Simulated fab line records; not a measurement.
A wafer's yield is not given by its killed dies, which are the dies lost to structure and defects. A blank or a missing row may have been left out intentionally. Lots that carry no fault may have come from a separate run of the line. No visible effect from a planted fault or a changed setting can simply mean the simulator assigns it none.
The tool behind it: which one? :: flow sky130 :: 12 lots, 36 wafers sampled, at 1 step of a route of 708

WHAT EACH GAUGE READ, for each wafer
SKY_FIELD_ISO_THK_MEAS_25.
lot: L075
measured: day 2 16:39
on: filmMetro-03
FIELD_ISO_CVD_24_THK (nm): 592 596 582

lot: L077
measured: day 3 03:41
on: filmMetro-02
FIELD_ISO_CVD_24_THK (nm): 593 590 590

lot: L079
measured: day 3 11:28
on: filmMetro-04
FIELD_ISO_CVD_24_THK (nm): 595 593 602

lot: L081
measured: day 3 21:31
on: filmMetro-03
FIELD_ISO_CVD_24_THK (nm): 609 600 601

lot: L083
measured: day 4 04:43
on: filmMetro-04
FIELD_ISO_CVD_24_THK (nm): 601 606 605

lot: L085
measured: day 4 17:23
on: filmMetro-04
FIELD_ISO_CVD_24_THK (nm): 596 601 598

lot: L087
measured: day 5 02:50
on: filmMetro-02
FIELD_ISO_CVD_24_THK (nm): 595 598 599

lot: L089
measured: day 5 14:47
on: filmMetro-03
FIELD_ISO_CVD_24_THK (nm): 591 597 601

lot: L091
measured: day 5 23:26
on: filmMetro-02
FIELD_ISO_CVD_24_THK (nm): 593 602 598

lot: L093
measured: day 6 10:26
on: filmMetro-03
FIELD_ISO_CVD_24_THK (nm): 596 594 603

lot: L095
measured: day 6 20:19
on: filmMetro-02
FIELD_ISO_CVD_24_THK (nm): 594 601 595

lot: L097
measured: day 7 06:47
on: filmMetro-04
FIELD_ISO_CVD_24_THK (nm): 602 604 605

TOOL THAT RAN EACH LOT (tool first, then ch and the chambers of the sampled wafers, then the start)
The record shows no process step preceding these readings.

THE ANSWER, worked out from the rows above alone
Rule: usual is defined by the lots themselves. Put in order of their means at a reading, lots are off if they are a third of the lots or fewer, leave a main group of 4 or more, and stand apart from it by a gap of 3 or more times the standard deviation of the main group's means; of several such gaps the widest counts. If all means in a main group match to the digits the tables above print for the reading, that group is not used. Also off: a lot with no number at a reading for which 4 or more lots have one. Where the step has rows for the other lots, those lots are counted as sound.
No lot is off on any of the readings shown, so nothing can be concluded from this.

WHAT THE SIMULATOR HAD INSERTED
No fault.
